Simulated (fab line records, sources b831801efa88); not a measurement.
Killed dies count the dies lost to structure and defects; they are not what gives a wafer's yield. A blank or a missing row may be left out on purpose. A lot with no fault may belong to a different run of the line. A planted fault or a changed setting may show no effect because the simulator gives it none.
Chamber matching + flow gf180mcu + cmp-01 running GF_V5_CMP_04: 4 sister chambers
The step polishes SiO2. 14 wafers are shown with their chamber, then 7 later ones without.

WAFERS, EACH WITH ITS CHAMBER
| wafer  | chamber | motor current A (A) | slurry flow ml min | slurry filter dp kPa (kPa) |
|--------|---------|---------------------|--------------------|----------------------------|
| L075.1 | 0       | 10.8                | 150.3              | 13.38                      |
| L075.2 | 2       | 12.3                | 149.5              | 13.57                      |
| L075.5 | 1       | 11.4                | 150.2              | 13.71                      |
| L079.1 | 0       | 11.3                | 150.2              | 13.58                      |
| L079.3 | 3       | 11.5                | 149.0              | 13.42                      |
| L079.6 | 2       | 12.5                | 150.3              | 13.44                      |
| L080.2 | 1       | 11.7                | 150.0              | 13.42                      |
| L080.4 | 3       | 11.3                | 150.0              | 13.43                      |
| L080.6 | 2       | 12.2                | 149.9              | 13.57                      |
| L088.2 | 1       | 12.0                | 150.6              | 13.23                      |
| L088.3 | 0       | 11.3                | 149.4              | 13.62                      |
| L088.6 | 0       | 11.1                | 149.4              | 13.46                      |
| L095.2 | 0       | 11.0                | 149.9              | 13.61                      |
| L095.3 | 2       | 13.1                | 149.8              | 13.54                      |

SIGNATURES (averages over the wafers above)
| reading              | chamber 0 | chamber 1 | chamber 2 | chamber 3 | scatter within a chamber |
|----------------------|-----------|-----------|-----------|-----------|--------------------------|
| motor current A      | 11.100    | 11.700    | 12.525    | 11.400    | 0.295                    |
| slurry flow ml min   | 149.840   | 150.267   | 149.875   | 149.500   | 0.418                    |
| slurry filter dp kPa | 13.5300   | 13.4533   | 13.5300   | 13.4250   | 0.131                    |
Rule: distance of a wafer from a chamber = root of the sum over the readings of ((wafer's reading minus chamber's mean) / reading's scatter) squared. If the next closest chamber is less than 2 further off than the closest, the wafer can't be placed; otherwise it belongs to the closest. The scatter: the root of (the sum of the squares of (reading less its chamber's mean) over the shown wafers, divided by (wafers less chambers)).

WAFERS WITHOUT THEIR CHAMBER
| wafer  | motor current A (A) | slurry flow ml min | slurry filter dp kPa (kPa) |
|--------|---------------------|--------------------|----------------------------|
| L095.4 | 11.1                | 150.1              | 13.50                      |
| L096.1 | 12.0                | 150.4              | 13.67                      |
| L096.2 | 10.9                | 149.9              | 13.30                      |
| L096.6 | 11.8                | 150.7              | 13.56                      |
| L097.1 | 11.5                | 149.0              | 13.54                      |
| L097.2 | 12.0                | 149.6              | 13.56                      |
| L097.4 | 10.9                | 150.3              | 13.73                      |

WHICH CHAMBER EACH WENT THROUGH
| wafer  | from the rows above               | in truth |
|--------|-----------------------------------|----------|
| L095.4 | can't be placed: 0 or 3 or 1      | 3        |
| L096.1 | can't be placed: 1 or 2 or 3 or 0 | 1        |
| L096.2 | can't be placed: 0 or 3 or 1      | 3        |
| L096.6 | can't be placed: 1 or 0 or 2 or 3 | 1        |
| L097.1 | can't be placed: 3 or 0 or 1      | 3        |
| L097.2 | can't be placed: 2 or 1 or 3 or 0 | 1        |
| L097.4 | can't be placed: 0 or 1 or 3      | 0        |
0 of 7 placed correctly. Can't be placed from these rows: 7 (the true chamber is among the candidates in 7). Number placed wrongly: 0.
